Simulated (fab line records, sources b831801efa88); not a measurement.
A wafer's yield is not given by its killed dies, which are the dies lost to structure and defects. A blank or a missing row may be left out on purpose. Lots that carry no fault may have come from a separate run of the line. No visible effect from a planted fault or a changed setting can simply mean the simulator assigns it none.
Which tool did it? :: flow sky130 :: 6 lots, 18 wafers sampled, at 1 step of a route of 708

## WHAT THE GAUGES READ, wafer by wafer
SKY_VIA3_BOW_MEAS_03.
lot: L556
measured: day 39 13:07
on: film_metro-04
VIA3_BOW (um): 81 81 69

lot: L560
measured: day 40 09:11
on: film_metro-01
VIA3_BOW (um): 77 69 73

lot: L564
measured: day 41 23:17
on: film_metro-01
VIA3_BOW (um): 84 76 79

lot: L571
measured: day 43 20:22
on: film_metro-01
VIA3_BOW (um): 80 76 70

lot: L575
measured: day 44 16:36
on: film_metro-03
VIA3_BOW (um): 72 84 77

lot: L577
measured: day 45 15:36
on: film_metro-03
VIA3_BOW (um): 74 64 69

## WHAT TOOL EACH LOT RAN ON (gives the tool, then ch and the chambers of the sampled wafers, and finally the start)
The record shows no process step preceding these readings.

## THE ANSWER, worked out from the rows above alone
Rule: the usual values come from the lots themselves. Put in order of their means at a reading, lots are off if they are a third of the lots or fewer, leave a main group of 4 or more, and stand apart from it by a gap of 3 or more times the standard deviation of the main group's means; of several such gaps the widest counts. A main group whose means are all the same, to the digits that the tables above print for the reading, isn't used. A lot without any number at a reading at which 4 lots or more have one is off too. The other lots that the step has rows for count as sound.
None of the lots is off at any reading shown; this tells nothing.

## WHAT WAS PUT IN BY THE SIMULATOR
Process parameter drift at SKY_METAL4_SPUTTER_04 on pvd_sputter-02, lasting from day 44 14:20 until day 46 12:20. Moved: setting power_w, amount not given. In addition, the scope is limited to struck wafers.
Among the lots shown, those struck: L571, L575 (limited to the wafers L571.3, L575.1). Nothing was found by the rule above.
